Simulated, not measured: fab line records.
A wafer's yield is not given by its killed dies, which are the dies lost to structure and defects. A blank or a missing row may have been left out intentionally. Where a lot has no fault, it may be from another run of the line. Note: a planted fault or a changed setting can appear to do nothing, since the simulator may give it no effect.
Struck lot and sound lot, side by side | flow sfq-line | 41 out of 325 route steps
Sound: wafers L799.1, L799.4, L799.5. Struck: wafer L809.5 (left out: L809.2, L809.6 of the same lot, which were not struck); the cause appears at the end.
Per side, at each step with rows, come the tool, then ch with its chambers, and then its first start. Under that, the readings that differ: sound wafers | struck wafers | difference of the means | sigmas: that difference in standard deviations of wafers without a fault.
alike: readings whose means differ by less than 2 such deviations, and words and numbers that are the same on both sides. not compared: withheld readings, readings that some wafer has no value for, bounds like >300 that may hide the same value, and numbers for which the record gives no deviation and whose values overlap.
A row with sigmas, a row that says differs or no value, or rows on one side alone: a step with any of these is where the two part. When numbers do not overlap yet have no deviation, they are printed without sigmas and do not part them. A reading that every wafer of one side lacks parts them only if that side has two wafers or more.

first, 6 steps without rows for these wafers: SFQ_TRILAYER_I0_VIA_LITHO_COAT_036 (resist thk 62 nm); SFQ_TRILAYER_I0_VIA_LITHO_COAT_031 (resist thk 650 nm); SFQ_TRILAYER_I0_VIA_LITHO_SOFTBAKE_035; SFQ_TRILAYER_I0_VIA_LITHO_EXPOSE_032 (exposes mask I0, target cd 500 nm); SFQ_TRILAYER_I0_VIA_LITHO_PEB_034 (peb time 60 s); SFQ_TRILAYER_I0_VIA_LITHO_DEVELOP_033 (time 60 s).
SFQ_I0_OVL_MEAS_908:
  sound: overlay-01 at day 22 07:58; struck: overlay-01 at day 26 03:55
  reading     | sound | struck | difference | sigmas
  I0_OVL (nm) | 8 8 6 | -4     | -11        | -2
then, 1 step without rows for these wafers: SFQ_TRILAYER_I0_VIA_BARC_OPEN_VIA_ETCH_046 (etches BARC in O2, target depth 125 nm, time 41.7 s).
SFQ_TRILAYER_I0_VIA_ETCH_VIA_ETCH_034: etches SiO2 in CHF3, stops on Nb, target depth 260 nm.
  sound on rie-diel-04 ch 0,1,2, day 22 08:02; struck on rie-diel-03 ch 0, day 26 03:59
  alike: drypump-motor-current-A, oes-product-au
SFQ_TRILAYER_I0_VIA_STRIP_STRIP_035: strips in O2.
  sound on rie-metal-04 ch 0,1, day 22 08:10; struck on rie-metal-01 ch 0, day 26 04:06
  alike: drypump-motor-current-A, oes-product-au
  not compared: rf-hours-counter-h
then, 2 steps without rows for these wafers: SFQ_TRILAYER_I0_VIA_STRIP_SOLV_CLEAN_036 (cleans in NMP, time 600 s); SFQ_TRILAYER_M1_DEP_PRE_CLEAN_038 (time 22.5 s).
SFQ_TRILAYER_M1_DEP_SPUTTER_037: material Nb, target thk 200 nm, time 133.3 s.
  sound: pvd-sputter-03 at day 22 08:58; struck: pvd-sputter-03 at day 26 04:54
  reading                                             | sound             | struck | difference | sigmas
  model.Nb_of_TRILAYER_M1_DEP_SPUTTER_037.thk-nm (nm) | 197.4 198.3 198.8 | 190    | -8         |
  alike: resputter-cathode-voltage-v, throttle-valve-pct
SFQ_M1_RS_MEAS_909: the measuring method here is four-point-probe.
  sound: film-metro-03 at day 22 09:03; struck: film-metro-02 at day 26 05:18
  reading           | sound             | struck | difference | sigmas
  M1_NB_RS (ohm/sq) | 0.902 0.899 0.895 | 0.939  | +0.040     | +4
  not compared: hold
then, 5 steps without rows for these wafers: SFQ_TRILAYER_M1_LITHO_COAT_039 (resist thk 600 nm); SFQ_TRILAYER_M1_LITHO_SOFTBAKE_043; SFQ_TRILAYER_M1_LITHO_EXPOSE_040 (exposes mask M1, target cd 500 nm); SFQ_TRILAYER_M1_LITHO_PEB_042 (peb time 60 s); SFQ_TRILAYER_M1_LITHO_DEVELOP_041 (time 60 s).
-- the record jumps here: 7 days lie between the struck wafers' starts before and after --
SFQ_M1_OVL_MEAS_911:
  sound: overlay-02 at day 29 01:38; struck: overlay-01 at day 32 20:26
  alike: M1_OVL
then, 1 step without rows for these wafers: SFQ_TRILAYER_M1_BARC_OPEN_METAL_ETCH_054 (etches BARC in O2, target depth 125 nm, time 41.7 s).
SFQ_TRILAYER_M1_ETCH_METAL_ETCH_042: etches Nb in Cl2/Ar, stops on SiO2, target depth 240 nm, time 120 s.
  sound on rie-metal-02 ch 0,1, day 29 01:44; struck on rie-metal-01 ch 0, day 32 20:31
  reading               | sound             | struck | difference | sigmas
  oes-product-au (a.u.) | 0.884 0.879 0.900 | 0.861  | -0.027     | -4
  alike: drypump-motor-current-A
  not compared: rf-hours-counter-h
then, 2 steps without rows for these wafers: SFQ_TRILAYER_M1_STRIP_STRIP_043 (strips in O2); SFQ_TRILAYER_M1_STRIP_SOLV_CLEAN_044 (cleans in NMP, time 600 s).
SFQ_TRILAYER_I1_DEP_PECVD_045: deposits SiO2 from SiH4/N2O, time 111.11 s, target thk 500 nm.
  sound on pecvd-02 ch 0,1, day 29 02:39; struck on pecvd-02 ch 0, day 32 21:25
  alike: heater-power-w, throttle-valve-pct
then, 1 step without rows for these wafers: SFQ_TRILAYER_I1_CMP_CMP_046 (polishes SiO2).
SFQ_I1_BOW_MEAS_912:
  sound: film-metro-02 at day 29 05:43; struck: film-metro-03 at day 33 02:19
  alike: I1_BOW
SFQ_TRILAYER_I1_METRO_MEASURE_047:
  sound: film-metro-02 at day 29 05:50; struck: film-metro-03 at day 33 02:37
  alike: thk-nm
then, 6 steps without rows for these wafers: SFQ_TRILAYER_I1_VIA_LITHO_COAT_054 (resist thk 62 nm); SFQ_TRILAYER_I1_VIA_LITHO_COAT_049 (resist thk 650 nm); SFQ_TRILAYER_I1_VIA_LITHO_SOFTBAKE_053; SFQ_TRILAYER_I1_VIA_LITHO_EXPOSE_050 (exposes mask I1, target cd 500 nm); SFQ_TRILAYER_I1_VIA_LITHO_PEB_052 (peb time 60 s); SFQ_TRILAYER_I1_VIA_LITHO_DEVELOP_051 (time 60 s).
SFQ_I1_OVL_MEAS_913:
  sound: overlay-01 at day 30 07:26; struck: overlay-01 at day 33 11:15
  alike: I1_OVL
then, 2 steps without rows for these wafers: SFQ_TRILAYER_I1_VIA_BARC_OPEN_VIA_ETCH_071 (etches BARC in O2, target depth 125 nm, time 41.7 s); SFQ_TRILAYER_I1_VIA_ETCH_VIA_ETCH_052 (etches SiO2 in CHF3, stops on Nb, target depth 260 nm).
SFQ_TRILAYER_I1_VIA_STRIP_STRIP_053: strips in O2.
  sound on rie-metal-02 ch 0,1, day 30 07:37; struck on rie-metal-04 ch 0, day 33 11:26
  alike: drypump-motor-current-A, oes-product-au
  not compared: rf-hours-counter-h
then, 2 steps without rows for these wafers: SFQ_TRILAYER_I1_VIA_STRIP_SOLV_CLEAN_054 (cleans in NMP, time 600 s); SFQ_TRILAYER_M2_DEP_PRE_CLEAN_056 (time 22.5 s).
-- the record jumps here: 61 days lie between the struck wafers' starts before and after --
SFQ_M8_BOW_MEAS_951:
  sound: film-metro-04 at day 83 04:15; struck: film-metro-04 at day 94 20:52
  reading                 | sound                | struck | difference | sigmas
  model.etest.m1.ohm-um   | 1.809 1.802 1.785    | 1.872  | +0.073     |
  model.etest.i0.link-ohm | 1.986 1.985 1.976    | 2.005  | +0.023     |
  model.etest.m1.ohm-sq   | 0.9017 0.8976 0.8951 | 0.9365 | +0.0384    |
  model.etest.i1.link-ohm | 1.976 1.973 1.97     | 1.996  | +0.023     |
  alike: M8_BOW

## WHERE THEY PART
Last at SFQ_TRILAYER_M1_ETCH_METAL_ETCH_042 as far as this record goes, first at SFQ_I0_OVL_MEAS_908. Later steps at which nothing parts them and some readings are alike: SFQ_TRILAYER_I1_DEP_PECVD_045, SFQ_I1_BOW_MEAS_912, SFQ_TRILAYER_I1_METRO_MEASURE_047, SFQ_I1_OVL_MEAS_913, SFQ_TRILAYER_I1_VIA_STRIP_STRIP_053, SFQ_M8_BOW_MEAS_951.

WHY: what the simulator had put in
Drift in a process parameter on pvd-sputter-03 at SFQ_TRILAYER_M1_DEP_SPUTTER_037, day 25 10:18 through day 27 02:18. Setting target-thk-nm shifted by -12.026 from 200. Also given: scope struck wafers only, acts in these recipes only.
